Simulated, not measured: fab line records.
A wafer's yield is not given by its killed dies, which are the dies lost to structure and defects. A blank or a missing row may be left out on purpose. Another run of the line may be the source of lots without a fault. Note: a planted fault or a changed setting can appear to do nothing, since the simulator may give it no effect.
fab line records	flow sky130
record lots=11	wafers=33	last-day=50
route steps=708 shown VT_ADJUST_HVTP@95 VT_ADJUST_HVTR@142 VT_ADJUST_PCH@152 SONOS_ONO@168 PAD_OPEN@708
lots that met no fault: from a run of the same line without faults
start-h: start of the lot's first displayed wafer, in hours after the record's first day	wait-h: hours since the lot's step before	" as in the row above	L1.1+2: a row that stands for several wafers	- no value, or no start given	* or withheld: withheld	< > ~ a bound
route shown NAME@n: names a module that has steps shown in the file, with the first one's number in the route	usual: mean/standard deviation taken from wafers without a fault	same: alike in all rows	chamber/n: place in a boat	sites: the reading at each site	_std_site: how widely they spread, as a standard deviation	_edge_site: the outer-site mean with the inner-site mean subtracted	radius-mm: how far each site lies from the wafer's centre	mask NAME#n: copy n	behind: tool/chamber where the wafer was last shaped	hold: reason for holding the lot/hours on hold/outcome of the hold	device: the n, p or np transistor that did not switch	end of line: at the end of the route, the tests of the same wafers	for a step that has no rows: nothing shown but its recipe	killed: count of dies lost to structure and defects at first sort (not the wafer's yield)	map: dies across one wafer; x = killed, . = not, _ = none there
set.NAME: setting as actually run; set.NAME@STEP: the setting as run at that earlier step	model.NAME: the simulator's own value behind a step, which no gauge read
route steps across a sampled set of lots; one table per step, one row per wafer
services: when a tool's chamber went out of use (start-h, in hours from the record's first day, below 0 if earlier), for how many hours, and the reason
## steps
# step SKY_VT_ADJUST_HVTP_STRIP_10
# recipe chemistry=O2/N2	power-w=1400	pressure-mtorr=1500	platen-temp-c=withheld	o2-flow-sccm=3000	n2-flow-sccm=300	overash-fraction=0.5
# usual drypump-motor-current-A=6.1/0.37	oes-product-au=0.716/0.0044	strip-time-to-endpoint-s=14.21/0.042
# same overash-fraction=0.5
lot.wafer	tool	chamber	start-h	wait-h	drypump-motor-current-A	oes-product-au	rf-hours-counter-h	strip-time-to-endpoint-s
L473.2	plasma-asher-04	1	137.03	0.1	6.0	0.715	2	14.25
L473.3	"	0	"	"	5.6	0.715	-	14.22
L473.4	"	1	"	"	6.0	0.719	-	14.23
L474.2	plasma-asher-04	1	143.82	0.1	6.0	0.712	3	14.22
L474.3	"	0	"	"	5.6	0.712	-	14.30
L474.5	"	0	"	"	5.6	0.712	-	14.26
L475.2	plasma-asher-04	0	155.97	0.1	5.6	0.723	4	14.16
L475.3	"	0	"	"	5.6	0.721	-	14.12
L475.5	"	0	"	"	5.6	0.713	-	14.17
L479.2	plasma-asher-03	1	179.38	0.1	6.4	0.710	45	14.24
L479.4	"	1	"	"	6.4	0.721	-	14.23
L479.5	"	0	"	"	5.9	0.708	-	14.23
L481.3	plasma-asher-04	0	196.36	0.1	5.5	0.720	-	14.14
L481.5	"	1	"	"	6.0	0.719	-	14.16
L481.6	"	0	"	"	5.6	0.717	-	14.14
L486.2	plasma-asher-04	1	223.84	0.1	6.0	0.717	11	14.16
L486.4	"	0	"	"	5.6	0.717	-	14.17
L486.5	"	0	"	"	5.6	0.724	-	14.17
L488.3	plasma-asher-04	0	237.66	0.1	5.6	0.712	-	14.20
L488.4	"	1	"	"	6.0	0.717	-	14.15
L488.6	"	1	"	"	6.0	0.712	-	14.17
L489.1	plasma-asher-02	1	247.23	0.1	6.5	0.717	58	14.25
L489.2	"	0	"	"	6.6	0.712	58	14.28
L489.5	"	1	"	"	6.5	0.715	-	14.18
L490.4	plasma-asher-03	1	252.60	0.1	6.4	0.725	-	14.29
L490.5	"	1	"	"	6.4	0.710	-	14.28
L490.6	"	0	"	"	5.9	0.717	-	14.29
L491.1	plasma-asher-03	1	255.32	0.1	6.4	0.717	52	14.22
L491.3	"	1	"	"	6.4	0.714	-	14.19
L491.5	"	0	"	"	5.9	0.710	-	14.17
L493.2	plasma-asher-04	0	269.49	0.1	5.6	0.710	16	14.13
L493.3	"	0	"	"	5.5	0.714	-	14.17
L493.5	"	1	"	"	5.9	0.717	-	14.14
# step SKY_VT_ADJUST_HVTR_TW_MEAS_11
# usual VT_ADJUST_HVTR_TW=210.0/0.93
lot.wafer	tool	chamber	start-h	wait-h	VT_ADJUST_HVTR_TW
L473.2	film-metro-03	-	221.10	0.1	210.5
L473.3	"	-	"	"	210.2
L473.4	"	-	"	"	210.7
L474.2	film-metro-04	-	226.94	0.1	209.2
L474.3	"	-	"	"	208.8
L474.5	"	-	"	"	208.6
L475.2	film-metro-03	-	244.49	0.1	210.2
L475.3	"	-	"	"	210.7
L475.5	"	-	"	"	210.8
L479.2	film-metro-02	-	269.92	0.1	210.3
L479.4	"	-	"	"	211.2
L479.5	"	-	"	"	210.8
L481.3	film-metro-04	-	287.88	0.1	209.6
L481.5	"	-	"	"	210.8
L481.6	"	-	"	"	209.2
L486.2	film-metro-02	-	321.84	0.1	210.1
L486.4	"	-	"	"	210.6
L486.5	"	-	"	"	209.9
L488.3	film-metro-04	-	338.03	0.1	209.5
L488.4	"	-	"	"	208.4
L488.6	"	-	"	"	209.9
L489.1	film-metro-04	-	349.59	0.1	208.9
L489.2	"	-	"	"	209.4
L489.5	"	-	"	"	210.0
L490.4	film-metro-04	-	356.24	0.1	208.9
L490.5	"	-	"	"	208.2
L490.6	"	-	"	"	209.8
L491.1	film-metro-03	-	358.14	0.1	210.6
L491.3	"	-	"	"	211.1
L491.5	"	-	"	"	210.5
L493.2	film-metro-03	-	373.45	0.1	209.3
L493.3	"	-	"	"	209.2
L493.5	"	-	"	"	208.5
# step SKY_VT_ADJUST_PCH_STRIP_09
# recipe chemistry=O2/N2	power-w=1400	pressure-mtorr=1500	platen-temp-c=withheld	o2-flow-sccm=3000	n2-flow-sccm=300	overash-fraction=0.5
# usual drypump-motor-current-A=6.2/0.32	oes-product-au=0.723/0.0051	strip-time-to-endpoint-s=36.93/0.13
# same overash-fraction=0.5
lot.wafer	tool	chamber	start-h	wait-h	drypump-motor-current-A	oes-product-au	rf-hours-counter-h	strip-time-to-endpoint-s
L473.2	plasma-asher-02	0	244.61	0.1	6.6	0.726	58	36.74
L473.3	"	0	"	"	6.6	0.718	-	36.88
L473.4	"	1	"	"	6.4	0.733	-	36.80
L474.2	plasma-asher-04	0	249.66	0.1	5.6	0.729	14	36.91
L474.3	"	1	"	"	6.0	0.715	-	37.01
L474.5	"	0	"	"	5.6	0.715	-	37.09
L475.2	plasma-asher-04	0	267.75	0.1	5.5	0.718	16	37.07
L475.3	"	0	"	"	5.6	0.723	-	36.99
L475.5	"	1	"	"	6.0	0.727	-	37.12
L479.2	plasma-asher-02	1	294.01	0.1	6.4	0.725	63	36.77
L479.4	"	0	"	"	6.6	0.724	-	36.86
L479.5	"	0	"	"	6.6	0.722	-	36.75
L481.3	plasma-asher-03	1	313.08	0.1	6.4	0.729	-	36.75
L481.5	"	0	"	"	5.9	0.722	-	36.85
L481.6	"	1	"	"	6.4	0.728	-	36.86
L486.2	plasma-asher-03	1	349.07	0.1	6.4	0.731	61	36.76
L486.4	"	0	"	"	5.9	0.727	-	36.73
L486.5	"	0	"	"	6.0	0.726	-	36.81
L488.3	plasma-asher-03	0	365.78	0.1	5.9	0.731	-	37.04
L488.4	"	1	"	"	6.4	0.717	-	37.00
L488.6	"	0	"	"	6.0	0.720	-	37.05
L489.1	plasma-asher-03	1	377.55	0.1	6.4	0.724	64	37.10
L489.2	"	0	"	"	6.0	0.717	64	37.15
L489.5	"	0	"	"	6.0	0.726	-	37.10
L490.4	plasma-asher-03	0	384.21	0.1	5.9	0.717	-	36.99
L490.5	"	1	"	"	6.4	0.728	-	37.06
L490.6	"	0	"	"	5.9	0.720	-	36.96
L491.1	plasma-asher-02	0	386.30	0.1	6.6	0.731	71	36.79
L491.3	"	0	"	"	6.6	0.721	-	36.86
L491.5	"	0	"	"	6.6	0.721	-	36.82
L493.2	plasma-asher-03	1	402.40	0.1	6.4	0.719	66	36.98
L493.3	"	1	"	"	6.4	0.717	-	37.01
L493.5	"	0	"	"	5.9	0.731	-	36.91
# step SKY_SONOS_ONO_OXIDATION_00
# recipe temp-c=800	ambient=O2	idle-temp-c=700	ramp-up-c-per-min=10	ramp-down-c-per-min=3	stabilise-s=600	purge-s=300	target-thk-a=26	ox-time-s=1249
# usual ramp-down-c-per-min=2.9999/0.00052	spike-tc-bottom-C=815/3.9	spike-tc-centre-C=800.0/1.3	spike-tc-lower-C=801.3/1.4	spike-tc-top-C=810/3.9	spike-tc-upper-C=799.3/1.5	tube-center-temp-C=800/0.067	tube_center_temp_C_max=802.1/0.32
lot.wafer	tool	chamber	start-h	wait-h	ramp-down-c-per-min	spike-tc-bottom-C	spike-tc-centre-C	spike-tc-lower-C	spike-tc-top-C	spike-tc-upper-C	tube-center-temp-C	tube_center_temp_C_max
L473.2	furnace-02	0	269.68	1.1	2.9998	811	801.7	801.1	807	799.8	800.12	801.8
L473.3	"	0	"	"	2.9990	810	802.3	799.5	806	799.6	800.03	802.0
L473.4	"	0	"	"	3.0004	812	799.7	801.4	804	801.8	800.01	802.0
L474.2	furnace-02	0	274.41	0.0	2.9998	811	800.0	799.6	805	801.1	799.96	801.8
L474.3	"	0	"	"	2.9997	810	801.4	800.3	804	800.3	800.05	802.5
L474.5	"	0	"	"	3.0009	811	798.2	800.8	807	800.0	799.9	801.9
L475.2	furnace-02	0	295.90	2.7	3.0006	809	802.0	799.3	804	800.8	799.86	802.1
L475.3	"	0	"	"	3.0005	811	799.0	801.3	804	801.2	800.1	802.2
L475.5	"	0	"	"	3.0002	810	799.5	800.2	803	799.9	800.04	802.2
L479.2	furnace-02	0	320.00	0.0	3.0008	793	784.7	781.2	790	781.6	781.77	783.9
L479.4	"	0	"	"	2.9999	793	784.3	783.7	787	783.3	781.87	783.9
L479.5	"	0	"	"	2.9998	791	782.4	781.4	787	783.3	781.84	783.8
L481.3	furnace-02	0	341.72	1.6	2.9999	794	783.2	782.1	787	783.0	781.93	783.5
L481.5	"	0	"	"	2.9987	792	780.9	780.7	788	783.4	781.88	783.7
L481.6	"	0	"	"	3.0003	793	783.5	783.7	788	782.7	781.86	783.8
L486.2	furnace-01	0	377.41	0.0	3.0003	818	799.6	800.9	814	798.3	799.93	803.3
L486.4	"	0	"	"	3.0005	817	796.9	801.8	814	798.7	800.02	801.7
L486.5	"	0	"	"	3.0001	819	799.3	802.0	813	799.1	799.94	801.6
L488.3	furnace-01	0	395.26	0.3	2.9994	819	799.2	802.4	813	798.0	799.94	802.2
L488.4	"	0	"	"	3.0001	817	799.2	802.5	814	799.8	799.9	802.0
L488.6	"	0	"	"	3.0003	817	797.3	802.3	812	796.9	800.07	802.6
L489.1	furnace-01	0	408.41	1.1	3.0004	818	801.5	800.9	811	797.8	800.06	802.7
L489.2	"	0	"	"	2.9998	818	798.9	802.0	812	799.6	799.99	802.6
L489.5	"	0	"	"	2.9988	817	800.1	801.7	813	796.7	800.14	802.4
L490.4	furnace-02	0	414.17	0.4	3.0009	813	800.6	800.1	806	799.5	799.99	801.8
L490.5	"	0	"	"	3.0001	809	801.7	800.9	805	801.7	799.98	801.6
L490.6	"	0	"	"	3.0004	810	802.7	799.5	805	801.6	799.94	802.0
L491.1	furnace-02	0	417.01	0.9	3.0000	810	802.9	800.4	807	800.3	799.93	802.2
L491.3	"	0	"	"	3.0003	811	800.3	799.7	806	799.6	800.11	801.9
L491.5	"	0	"	"	2.9994	811	799.4	798.7	803	801.8	800.03	802.1
L493.2	furnace-01	0	433.65	0.7	2.9995	818	799.6	804.4	813	799.3	799.92	801.6
L493.3	"	0	"	"	2.9995	818	800.5	802.9	812	796.2	799.99	802.0
L493.5	"	0	"	"	2.9993	818	800.1	802.1	813	798.6	799.97	801.9
# step SKY_SONOS_ONO_THK_MEAS_01
# recipe reads=SiO2_of_SONOS_ONO_OXIDATION_00
# usual SONOS_ONO_OXIDATION_THK=2.61/0.057
lot.wafer	tool	chamber	start-h	wait-h	SONOS_ONO_OXIDATION_THK[nm]
L473.2	film-metro-03	-	271.04	0.0	2.52
L473.3	"	-	"	"	2.53
L473.4	"	-	"	"	2.59
L474.2	film-metro-03	-	275.77	0.0	2.57
L474.3	"	-	"	"	2.59
L474.5	"	-	"	"	2.54
L475.2	film-metro-03	-	297.26	0.0	2.64
L475.3	"	-	"	"	2.69
L475.5	"	-	"	"	2.67
L479.2	film-metro-01	-	321.36	0.0	1.97
L479.4	"	-	"	"	1.97
L479.5	"	-	"	"	2.02
L481.3	film-metro-04	-	343.09	0.0	1.98
L481.5	"	-	"	"	1.96
L481.6	"	-	"	"	1.98
L486.2	film-metro-04	-	378.77	0.0	2.67
L486.4	"	-	"	"	2.62
L486.5	"	-	"	"	2.61
L488.3	film-metro-04	-	396.63	0.0	2.66
L488.4	"	-	"	"	2.63
L488.6	"	-	"	"	2.60
L489.1	film-metro-04	-	409.75	0.0	2.61
L489.2	"	-	"	"	2.62
L489.5	"	-	"	"	2.60
L490.4	film-metro-03	-	415.54	0.0	2.63
L490.5	"	-	"	"	2.65
L490.6	"	-	"	"	2.72
L491.1	film-metro-01	-	418.36	0.0	2.61
L491.3	"	-	"	"	2.69
L491.5	"	-	"	"	2.66
L493.2	film-metro-03	-	435.00	0.0	2.62
L493.3	"	-	"	"	2.55
L493.5	"	-	"	"	2.66
# step SKY_PAD_OPEN_PROBE_99
# usual killed_at_M0_to_M3=42/6.9	killed_at_M4_up=3.2/1.7	killed-at-contacts=23/5.5	killed-at-front-end=16/4	killed-at-other=0.4/0.55	killed-dies=85/9.2	killed-open=46/6.8	killed-short=38/6.2
# same gross-dies=492	killed-at-back-side=0
lot.wafer	tool	chamber	start-h	wait-h	killed_at_M0_to_M3	killed_at_M4_up	killed-at-contacts	killed-at-front-end	killed-at-other	killed-dies	killed-open	killed-short
L475.2	prober-01	-	1112.23	0.1	40	4	28	13	1	86	39	46
L475.3	prober-01	-	1112.28	0.2	33	3	20	21	0	77	46	31
L475.5	prober-01	-	1112.38	0.2	39	7	27	17	1	91	47	43
L481.3	prober-01	-	1144.66	0.2	48	4	25	14	0	91	49	42
L481.5	prober-01	-	1144.76	0.2	36	5	19	11	0	71	35	36
L481.6	prober-01	-	1144.81	0.2	43	1	14	20	0	78	49	29
L486.2	prober-02	-	1171.16	0.1	42	7	22	8	1	80	44	34
L486.4	prober-02	-	1171.26	0.2	43	5	27	19	0	94	54	39
L486.5	prober-02	-	1171.31	0.2	46	2	27	15	0	90	54	35
L491.1	prober-01	-	1190.13	0.1	37	4	19	9	0	69	42	27
L491.3	prober-01	-	1190.23	0.2	43	1	22	20	0	86	43	43
L491.5	prober-01	-	1190.33	0.2	45	6	18	16	1	86	54	31
L493.2	prober-01	-	1200.71	0.1	39	4	13	17	0	73	38	35
L493.3	prober-01	-	1200.76	0.2	48	3	20	15	1	87	47	38
L493.5	prober-01	-	1200.86	0.2	39	7	24	18	2	90	41	45
# killed by level:class
L475.2 LI_CONTACT:geometric-particle:open=10 CONTACT:geometric-particle:short=9 CONTACT:geometric-particle:open=8 VIA2:geometric-particle:short=7 METAL1:geometric-particle:short=6 VIA2:geometric-particle:open=6 POLY_GATE:geometric-particle:short=5 VIA1:geometric-particle:short=5
L475.3 VIA1:geometric-particle:open=10 LI_CONTACT:geometric-particle:open=9 CONTACT:geometric-particle:open=7 POLY_GATE:geometric-particle:short=6 METAL2:geometric-particle:short=6 POLY_GATE:geometric-particle:open=5 VIA2:geometric-particle:open=5 FIELD_ISO:geometric-particle:short=4
L475.5 LI_CONTACT:geometric-particle:open=7 VIA3:geometric-particle:open=7 METAL1:geometric-particle:short=6 CONTACT:geometric-particle:open=6 VIA1:geometric-particle:open=6 METAL2:geometric-particle:short=6 FIELD_ISO:geometric-particle:open=5 LI_CONTACT:geometric-particle:short=5
L481.3 VIA1:geometric-particle:open=11 VIA2:geometric-particle:open=9 CONTACT:geometric-particle:open=8 METAL2:geometric-particle:short=7 LI_CONTACT:geometric-particle:open=6 VIA1:geometric-particle:short=6 LI_CONTACT:geometric-particle:short=4 CONTACT:geometric-particle:short=4
L481.5 VIA1:geometric-particle:open=7 VIA3:geometric-particle:open=7 CONTACT:geometric-particle:open=6 VIA3:geometric-particle:short=5 METAL1:geometric-particle:short=5 METAL2:geometric-particle:short=4 CONTACT:geometric-particle:short=4 METAL4:geometric-particle:short=4
L481.6 VIA1:geometric-particle:open=12 CONTACT:geometric-particle:open=6 VIA1:geometric-particle:short=6 VIA2:geometric-particle:open=6 VIA3:geometric-particle:open=6 FIELD_ISO:geometric-particle:open=5 POLY_GATE:geometric-particle:open=4 METAL1:geometric-particle:short=4
L486.2 VIA1:geometric-particle:open=14 LI_CONTACT:geometric-particle:open=7 CONTACT:geometric-particle:open=7 VIA2:geometric-particle:open=6 VIA1:geometric-particle:short=5 CONTACT:geometric-particle:short=4 METAL2:geometric-particle:short=4 VIA3:geometric-particle:open=4
L486.4 VIA1:geometric-particle:open=13 CONTACT:geometric-particle:open=10 VIA2:geometric-particle:open=8 LI_CONTACT:geometric-particle:open=6 FIELD_ISO:geometric-particle:open=5 POLY_GATE:geometric-particle:short=5 CONTACT:geometric-particle:short=5 FIELD_ISO:geometric-particle:short=4
L486.5 VIA1:geometric-particle:open=12 VIA3:geometric-particle:open=11 LI_CONTACT:geometric-particle:open=11 LOCAL_INTERCONNECT:geometric-particle:short=5 CONTACT:geometric-particle:open=5 VIA1:geometric-particle:short=5 FIELD_ISO:geometric-particle:short=4 LI_CONTACT:geometric-particle:short=4
L491.1 VIA1:geometric-particle:open=14 CONTACT:geometric-particle:open=6 LOCAL_INTERCONNECT:geometric-particle:short=5 CONTACT:geometric-particle:short=4 METAL1:geometric-particle:short=4 METAL2:geometric-particle:short=4 FIELD_ISO:geometric-particle:open=3 VIA2:geometric-particle:open=3
L491.3 VIA1:geometric-particle:open=15 VIA1:geometric-particle:short=7 METAL2:geometric-particle:short=7 POLY_GATE:geometric-particle:short=6 LI_CONTACT:geometric-particle:open=6 CONTACT:geometric-particle:open=5 FIELD_ISO:geometric-particle:open=4 POLY_GATE:geometric-particle:open=4
L491.5 VIA1:geometric-particle:open=14 VIA2:geometric-particle:open=8 CONTACT:geometric-particle:open=7 LI_CONTACT:geometric-particle:open=6 METAL1:geometric-particle:short=6 VIA3:geometric-particle:open=5 VIA3:geometric-particle:short=4 FIELD_ISO:geometric-particle:open=3
L493.2 VIA1:geometric-particle:open=10 LI_CONTACT:geometric-particle:open=7 VIA2:geometric-particle:open=7 POLY_GATE:geometric-particle:short=5 POLY_GATE:geometric-particle:open=5 FIELD_ISO:geometric-particle:short=4 METAL1:geometric-particle:short=4 VIA3:geometric-particle:open=4
L493.3 VIA1:geometric-particle:open=9 CONTACT:geometric-particle:open=9 VIA2:geometric-particle:open=8 VIA3:geometric-particle:open=6 LI_CONTACT:geometric-particle:open=5 METAL2:geometric-particle:short=5 METAL1:geometric-particle:short=4 VIA1:geometric-particle:short=4
L493.5 VIA1:geometric-particle:open=11 VIA1:geometric-particle:short=8 CONTACT:geometric-particle:short=7 CONTACT:geometric-particle:open=7 METAL4:geometric-particle:short=7 POLY_GATE:geometric-particle:open=6 LI_CONTACT:geometric-particle:open=6 POLY_GATE:geometric-particle:short=5
## services
tool	chamber	start-h	hours	kind
plasma-asher-04	0	117.75	-	clean
plasma-asher-04	1	117.75	-	clean
furnace-02	-	120.95	3.5	pm
plasma-asher-02	-	161.53	2.2	repair
plasma-asher-02	-	229.49	5.3	pm
plasma-asher-04	-	231.31	0.7	repair
furnace-01	-	249.31	3.3	pm
furnace-02	-	253.37	3.9	pm
plasma-asher-03	-	264.96	1.8	repair
plasma-asher-03	-	283.11	3.4	repair
furnace-02	-	289.28	3.6	pm
plasma-asher-04	-	305.14	1.0	repair
plasma-asher-03	-	324.09	1.9	repair
plasma-asher-02	-	335.44	14.6	pm
furnace-01	-	339.90	3.9	pm
furnace-02	-	366.33	3.0	pm
furnace-01	-	417.58	3.4	pm
plasma-asher-03	-	421.25	9.0	pm
plasma-asher-03	0	421.25	9.0	vent-cycle
plasma-asher-03	1	421.25	9.0	vent-cycle
plasma-asher-03	0	430.25	-	clean
plasma-asher-03	1	430.25	-	clean
## key
first-sign step=SKY_SONOS_ONO_OXIDATION_00	reading=tube-center-temp-C	direction=down	sigmas=99+	usual=*	struck=*
effect step=SKY_SONOS_ONO_OXIDATION_00	reading=tube_center_temp_C_max	direction=down	sigmas=57	usual=*	struck=*
effect step=SKY_SONOS_ONO_THK_MEAS_01	reading=SONOS_ONO_OXIDATION_THK	direction=down	sigmas=11	usual=2.61	struck=1.98
met-at SKY_SONOS_ONO_OXIDATION_00
struck-lots L479,L481
tester-left-out L479,L481
not-acting-at SKY_VT_ADJUST_HVTP_STRIP_10,SKY_VT_ADJUST_HVTR_TW_MEAS_11,SKY_VT_ADJUST_PCH_STRIP_09
onset-between 295.90 320.00
fault kind=process-parameter-drift	tool=furnace-02	chamber=-	onset-h=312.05	steps=SKY_SONOS_ONO_OXIDATION_00	channel=temp-c	offset=*	shape=step	end-h=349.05	acts-in=*	stated=*
# tester-left-out: of these lots the tester's yield and bins aren't shown, on N5 and GAA mostly nor the transistor test; their killed dies are dies lost to structure and defects alone, not to doping, threshold or leakage, so they don't give the yield
